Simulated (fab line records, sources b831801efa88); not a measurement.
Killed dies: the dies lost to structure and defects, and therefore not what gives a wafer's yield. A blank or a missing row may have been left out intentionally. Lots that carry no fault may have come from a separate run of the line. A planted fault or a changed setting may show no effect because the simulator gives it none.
A lot that was struck, set against a sound lot / flow gf180mcu / 14 out of 602 route steps
Sound: wafers L992.2, L992.5, L992.6. Struck: wafers L995.1, L995.2, L995.4. The cause comes at the end.
At each step with rows: each side's tool, then ch and its chambers, then its first start. Under that, the readings that differ: sound wafers / struck wafers / difference of the means / sigmas: that difference in standard deviations of wafers without a fault.
alike: readings whose means differ by less than 2 such deviations, and words and numbers that are the same on both sides. not compared: withheld readings, readings that some wafer has no value for, bounds like >300 that may hide the same value, and numbers for which the record gives no deviation and whose values overlap.
A row with sigmas, a row that says differs or no value, or rows on one side alone: a step with any of these is where the two part. Non-overlapping numbers with no deviation appear without sigmas and do not part them. Lack of a reading on every wafer of one side parts them only where that side has two or more wafers.

GF_V5_CMP_26: polishes, stops on SiO2, t overpolish 15 s, target thk 0 nm.
  sound on cmp-02 ch 0,3, day 31 04:15; struck on cmp-02 ch 0,1,2, day 32 04:49
  alike: motor-current-A, overpolish-run-s, retaining-ring-pressure-frac, time-to-endpoint-s
then, 1 step without rows for these wafers: GF_TOP_METAL_SPUTTER_00 (material Ti, target thk 37.5 nm, time 150 s).
GF_TOP_METAL_SPUTTER_01: material TiN, target thk 30 nm, time 25 s.
  sound: pvd-sputter-04 at day 31 04:36; struck: pvd-sputter-02 at day 32 05:13
  alike: cathode-dc-power-W, throttle-valve-pct
GF_TOP_METAL_SPUTTER_02: material AlCu, target thk 900 nm, time 47.82 s.
  sound: pvd-sputter-04 at day 31 04:38; struck: pvd-sputter-02 at day 32 05:14
  alike: cathode-dc-power-W, throttle-valve-pct
GF_TOP_METAL_SPUTTER_03: material Ti, target thk 5 nm, time 3.3 s.
  sound: pvd-sputter-04 at day 31 04:40; struck: pvd-sputter-02 at day 32 05:17
  alike: cathode-dc-power-W, throttle-valve-pct
GF_TOP_METAL_SPUTTER_04: material TiN, target thk 25 nm, time 20.8 s.
  sound: pvd-sputter-04 at day 31 04:41; struck: pvd-sputter-02 at day 32 05:18
  alike: cathode-dc-power-W, throttle-valve-pct
GF_TOP_METAL_RS_MEAS_05: uses a four-point probe to measure.
  sound: film-metro-01 at day 31 04:44; struck: film-metro-03 at day 32 05:20
  alike: TOP_METAL_ALCU_RS
GF_TOP_METAL_THK_MEAS_06: measures by xrf.
  sound: film-metro-01 at day 31 04:51; struck: film-metro-03 at day 32 05:27
reading=TOP_METAL_ALCU_THK (nm); sound=912 904 897; struck=923 928 922; difference=+20; sigmas=+2
then, 4 steps without rows for these wafers: GF_TOP_METAL_DEHYDRATE_07 (time 60 s); GF_TOP_METAL_HMDS_08 (prime time 60 s); GF_TOP_METAL_COAT_09 (resist thk 1500 nm); GF_TOP_METAL_SOFTBAKE_10 (time 60 s).
GF_TOP_METAL_EXPOSE_11: exposes mask MetalTop, target cd 440 nm.
  struck on iline-stepper-02, day 32 12:37; sound on iline-stepper-02 ch 0, day 31 13:17
  no value came back on the struck wafers for exposure-dose-mJ-cm2, focus-offset-nm (nm); on the sound wafers exposure-dose-mJ-cm2 reads 170.16 170.30 170.27
  alike: mask
next, for these wafers, 1 step has no rows: GF_TOP_METAL_PEB_12.

== WHERE THEY PART ==
First at GF_TOP_METAL_THK_MEAS_06; last, within this record, at GF_TOP_METAL_EXPOSE_11.

WHY: whatever the simulator had introduced
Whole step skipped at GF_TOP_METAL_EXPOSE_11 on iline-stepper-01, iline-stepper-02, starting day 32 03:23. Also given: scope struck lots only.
